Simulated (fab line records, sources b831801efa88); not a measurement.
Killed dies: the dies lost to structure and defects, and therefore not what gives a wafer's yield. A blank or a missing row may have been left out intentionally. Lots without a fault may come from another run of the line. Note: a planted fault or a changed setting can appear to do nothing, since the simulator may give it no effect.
Chamber matching -- flow gf180mcu -- GF_M5_ETCH_09 on rie diel-02 has 4 sister chambers
The step etches Si3N4 in CF4/O2, target depth 52 nm, time 11.6 s. 16 wafers are shown with their chamber, then 8 later ones without.

EACH WAFER AND ITS CHAMBER
wafer,chamber,drypump motor current A (A),throttle valve pct (%),oes product au (a.u.)
L343.3,0,5.1,5.963,0.995
L343.4,1,5.6,5.958,0.993
L343.6,0,5.1,5.976,1.009
L345.1,0,5.1,5.959,1.001
L345.2,3,5.1,5.969,0.989
L345.6,2,6.0,5.979,0.996
L347.3,0,5.1,5.962,0.982
L347.5,2,6.0,5.973,1.011
L347.6,1,5.7,5.966,1.007
L355.1,2,5.9,5.991,0.990
L355.2,3,5.1,5.959,0.979
L355.6,0,5.1,5.961,0.978
L357.3,1,5.6,5.963,0.987
L357.4,3,5.1,5.972,0.983
L357.5,1,5.6,5.973,0.989
L358.1,0,5.1,5.972,0.996

SIGNATURES, as means of the wafers listed above
reading,chamber 0,chamber 1,chamber 2,chamber 3,scatter within a chamber
drypump motor current A,5.100,5.625,5.967,5.100,0.0344
throttle valve pct,5.96550,5.96500,5.98100,5.96667,0.00714
oes product au,0.99350,0.99400,0.99900,0.98367,0.01
Rule: a wafer's distance from a chamber is the root of the sum, over the readings, of the square of ((its reading less the chamber's mean) divided by the reading's scatter). The wafer belongs to the nearest chamber; if the next one is less than 2 further off, it can't be placed. The scatter is the square root of a quotient: the sum, over the shown wafers, of each reading's squared deviation from its chamber's mean, divided by wafers minus chambers.

WAFERS MISSING THEIR CHAMBER
wafer,drypump motor current A (A),throttle valve pct (%),oes product au (a.u.)
L358.3,5.9,5.958,1.000
L358.6,5.6,5.986,0.986
L364.1,5.9,5.961,0.990
L364.2,5.1,5.953,0.993
L364.5,5.1,5.955,0.995
L365.2,5.7,5.967,0.988
L365.3,5.1,5.974,0.974
L365.4,5.1,5.980,0.984

EACH ONE'S CHAMBER
wafer,from the rows above,in truth
L358.3,2,2
L358.6,1,1
L364.1,2,2
L364.2,can't be placed: 0 or 3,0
L364.5,can't be placed: 0 or 3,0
L365.2,1,1
L365.3,can't be placed: 3 or 0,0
L365.4,can't be placed: 3 or 0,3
Placed correctly: 4 of 8. From these rows, 4 cannot be placed; in 4 the true chamber is one of the candidates. 0 placed wrongly.
